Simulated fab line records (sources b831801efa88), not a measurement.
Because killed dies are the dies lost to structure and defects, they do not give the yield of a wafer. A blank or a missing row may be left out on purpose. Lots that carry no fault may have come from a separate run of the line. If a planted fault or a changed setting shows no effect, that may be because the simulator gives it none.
A lot that was struck, set against a sound lot | flow sfq line | 43 steps out of a route of 325
Sound: the wafers L764.1, L764.2, L764.6. Struck: wafers L768.2, L768.3, L768.5. At the end, the cause is stated.
For every step that has rows: the tool of each side, followed by ch and its chambers, followed by its first start. Under that, the readings that differ: sound wafers | struck wafers | difference of the means | sigmas: that difference in standard deviations of wafers without a fault.
alike: readings with means less than 2 such deviations apart, plus words and numbers identical on both sides. not compared: withheld readings, readings lacking a value on some wafer, bounds such as >300 that could conceal the same value, and numbers that have no deviation in the record and whose values overlap.
A row with sigmas, a row that says differs or no value, or rows on one side alone: a step with any of these is where the two part. Non-overlapping numbers with no deviation appear without sigmas and do not part them. A reading missing from all wafers of one side parts the sides only when that side holds two or more wafers.

first, 6 steps without rows for these wafers: SFQ_TRILAYER_I4_VIA_LITHO_COAT_108 (resist thk 62 nm); SFQ_TRILAYER_I4_VIA_LITHO_COAT_103 (resist thk 650 nm); SFQ_TRILAYER_I4_VIA_LITHO_SOFTBAKE_107; SFQ_TRILAYER_I4_VIA_LITHO_EXPOSE_104 (exposes mask I4, target cd 700 nm); SFQ_TRILAYER_I4_VIA_LITHO_PEB_106 (peb time 60 s); SFQ_TRILAYER_I4_VIA_LITHO_DEVELOP_105 (time 60 s).
SFQ_I4_OVL_MEAS_928:
  sound on overlay-02, day 44 14:17; struck on overlay-01, day 46 05:53
  alike: I4_OVL
SFQ_TRILAYER_I4_VIA_BARC_OPEN_VIA_ETCH_146: etches BARC in O2, target depth 125 nm, time 41.7 s.
  sound on rie diel-01 ch 0,1, day 44 14:19; struck on rie diel-01 ch 0,2, day 46 05:55
  alike: drypump motor current A, oes product au
  not compared: rf hours counter h
SFQ_TRILAYER_I4_VIA_ETCH_VIA_ETCH_106: etches SiO2 in CHF3, stops on Nb, target depth 260 nm.
  sound on rie diel-01 ch 0,1, day 44 14:22; struck on rie diel-01 ch 0,2, day 46 05:58
  alike: drypump motor current A, oes product au
SFQ_TRILAYER_I4_VIA_STRIP_STRIP_107: strips in O2.
  sound on rie metal-01 ch 0,1, day 44 14:28; struck on rie metal-03 ch 0,1, day 46 06:04
  alike: drypump motor current A, oes product au
  not compared: rf hours counter h
then, 2 steps without rows for these wafers: SFQ_TRILAYER_I4_VIA_STRIP_SOLV_CLEAN_108 (cleans in NMP, time 600 s); SFQ_TRILAYER_JJ_TRILAYER_DEP_PRE_CLEAN_113 (time 22.5 s).
SFQ_TRILAYER_JJ_TRILAYER_DEP_SPUTTER_109: material Nb, target thk 150 nm, time 100 s.
  sound on pvd sputter-03, day 44 15:17; struck on pvd sputter-03, day 46 06:53
  no value came back on the struck wafers for base pressure pa (Pa), cathode dc power W (W), substrate temp c (C), throttle valve pct (%); on the sound wafers base pressure pa (Pa) reads 1.31e-06 1.3e-06 1.54e-06
SFQ_TRILAYER_JJ_TRILAYER_DEP_SPUTTER_110: material Al, target thk 8 nm, time 10 s.
  sound on pvd sputter-03, day 44 15:21; struck on pvd sputter-03, day 46 06:57
  alike: base pressure pa, cathode dc power W, throttle valve pct
then, 2 steps without rows for these wafers: SFQ_TRILAYER_JJ_TRILAYER_DEP_AL_OXIDATION_111 (oxidation time 600 s); SFQ_TRILAYER_JJ_TRILAYER_DEP_SPUTTER_112 (material Nb, target thk 170 nm, time 110.3 s).
SFQ_JJ_RS_MEAS_929: uses a four-point probe to measure.
  sound on film metro-04, day 44 16:27; struck on film metro-03, day 46 08:04
  reading           | sound             | struck            | difference | sigmas
  JJ_NB_RS (ohm/sq) | 1.089 1.094 1.099 | 1.064 1.074 1.073 | -0.024     | -2
then, 6 steps without rows for these wafers: SFQ_TRILAYER_JJ_CE_LITHO_COAT_119 (resist thk 62 nm); SFQ_TRILAYER_JJ_CE_LITHO_COAT_114 (resist thk 600 nm); SFQ_TRILAYER_JJ_CE_LITHO_SOFTBAKE_118; SFQ_TRILAYER_JJ_CE_LITHO_EXPOSE_115 (exposes mask J5, target cd 700 nm); SFQ_TRILAYER_JJ_CE_LITHO_PEB_117 (peb time 60 s); SFQ_TRILAYER_JJ_CE_LITHO_DEVELOP_116 (time 60 s).
-- the record jumps here: 6 days lie between the struck wafers' starts before and after --
SFQ_JJ_OVL_MEAS_931:
  sound on overlay-01, day 50 23:44; struck on overlay-02, day 52 04:59
  alike: J5_OVL
then, 2 steps without rows for these wafers: SFQ_TRILAYER_JJ_CE_METRO_MEASURE_117; SFQ_TRILAYER_JJ_CE_BARC_OPEN_RIE_150 (chemistry O2, target BARC, target depth 240 nm, time 80 s).
SFQ_TRILAYER_JJ_CE_ETCH_RIE_118: chemistry SF6, target Nb, stops on Al2O3, time 97.7 s, target depth 170 nm.
  sound on rie metal-03 ch 0,1, day 51 01:04; struck on rie metal-04 ch 0,1, day 52 06:19
  alike: drypump motor current A, oes product au
  not compared: rf hours counter h
then, 9 steps without rows for these wafers: SFQ_TRILAYER_JJ_ANODIZE_ANODIZE_119; SFQ_TRILAYER_JJ_CE_STRIP_STRIP_120 (strips in O2); SFQ_TRILAYER_JJ_CE_STRIP_SOLV_CLEAN_121 (cleans in NMP, time 600 s); SFQ_TRILAYER_M5_LITHO_COAT_128 (resist thk 62 nm); SFQ_TRILAYER_M5_LITHO_COAT_123 (resist thk 600 nm); SFQ_TRILAYER_M5_LITHO_SOFTBAKE_127; SFQ_TRILAYER_M5_LITHO_EXPOSE_124 (exposes mask M5, target cd 700 nm); SFQ_TRILAYER_M5_LITHO_PEB_126 (peb time 60 s); SFQ_TRILAYER_M5_LITHO_DEVELOP_125 (time 60 s).
-- the record jumps here: 5 days lie between the struck wafers' starts before and after --
SFQ_M5_OVL_MEAS_932:
  sound on overlay-02, day 56 07:08; struck on overlay-01, day 57 15:40
  alike: M5_OVL
then, 1 step without rows for these wafers: SFQ_TRILAYER_M5_BARC_OPEN_METAL_ETCH_161 (etches BARC in O2, target depth 125 nm, time 41.7 s).
SFQ_TRILAYER_M5_ETCH_METAL_ETCH_126: etches Nb in Cl2/BCl3, stops on SiO2, time 203.2 s, target depth 265 nm.
  sound on rie metal-04 ch 0,1, day 56 07:14; struck on rie metal-04 ch 0,1, day 57 15:45
  reading                        | sound             | struck            | difference | sigmas
  oes product au (a.u.)          | 0.719 0.729 0.722 | 0.378 0.373 0.364 | -0.352     | -60
  model.M5.feature depth nm (nm) | 160.2 159.5 160.9 | 12.23 12.33 12.19 | -147.95    |
  model.etch.depth nm (nm)       | 147.8 147 148.5   | 0 0 0             | -148       |
  alike: drypump motor current A
  not compared: rf hours counter h
then, 2 steps without rows for these wafers: SFQ_TRILAYER_M5_STRIP_STRIP_127 (strips in O2); SFQ_TRILAYER_M5_STRIP_SOLV_CLEAN_128 (cleans in NMP, time 600 s).
-- the record jumps here: 5 days lie between the struck wafers' starts before and after --
SFQ_TRILAYER_R5_LITHO_EXPOSE_137: exposes mask R5, target cd 500 nm.
  struck on krf scanner-02, day 62 22:07; sound on krf scanner-01 ch 0, day 61 10:00
  no value came back on the struck wafers for exposure dose mJ cm2, focus offset nm (nm); on the sound wafers exposure dose mJ cm2 reads 14.388 14.390 14.401
  alike: mask
-- the record jumps here: 19 days lie between the struck wafers' starts before and after --
SFQ_M8_BOW_MEAS_951:
  sound on film metro-04, day 75 03:32; struck on film metro-04, day 82 06:48
  reading                       | sound               | struck            | difference | sigmas
  model.etest.m5.ohm sq         | 1.207 1.214 1.202   | 1e+06 1e+06 1e+06 | +1e+06     |
  model.etest.m5.ohm um         | 1.728 1.739 1.72    | 1e+06 1e+06 1e+06 | +1e+06     |
  model.etest.i4.link ohm       | 2.205 2.211 2.186   | 1e+06 1e+06 1e+06 | +1e+06     |
  model.etest.i5.link ohm       | 2.274 2.281 2.268   | 1e+06 1e+06 1e+06 | +1e+06     |
  model.etest.r5.comb log10 ohm | 12 12 12            | 0 0 0             | -12        |
  model.etest.jj.g times        | 0.997 0.9993 0.9967 | 0 0 0             | -1         |
  alike: M8_BOW

WHERE THEY PART
Last at SFQ_TRILAYER_R5_LITHO_EXPOSE_137 as far as this record goes, first at SFQ_TRILAYER_JJ_TRILAYER_DEP_SPUTTER_109. Later steps at which nothing parts them and some readings are alike: SFQ_M8_BOW_MEAS_951.

WHY: what had been put in by the simulator
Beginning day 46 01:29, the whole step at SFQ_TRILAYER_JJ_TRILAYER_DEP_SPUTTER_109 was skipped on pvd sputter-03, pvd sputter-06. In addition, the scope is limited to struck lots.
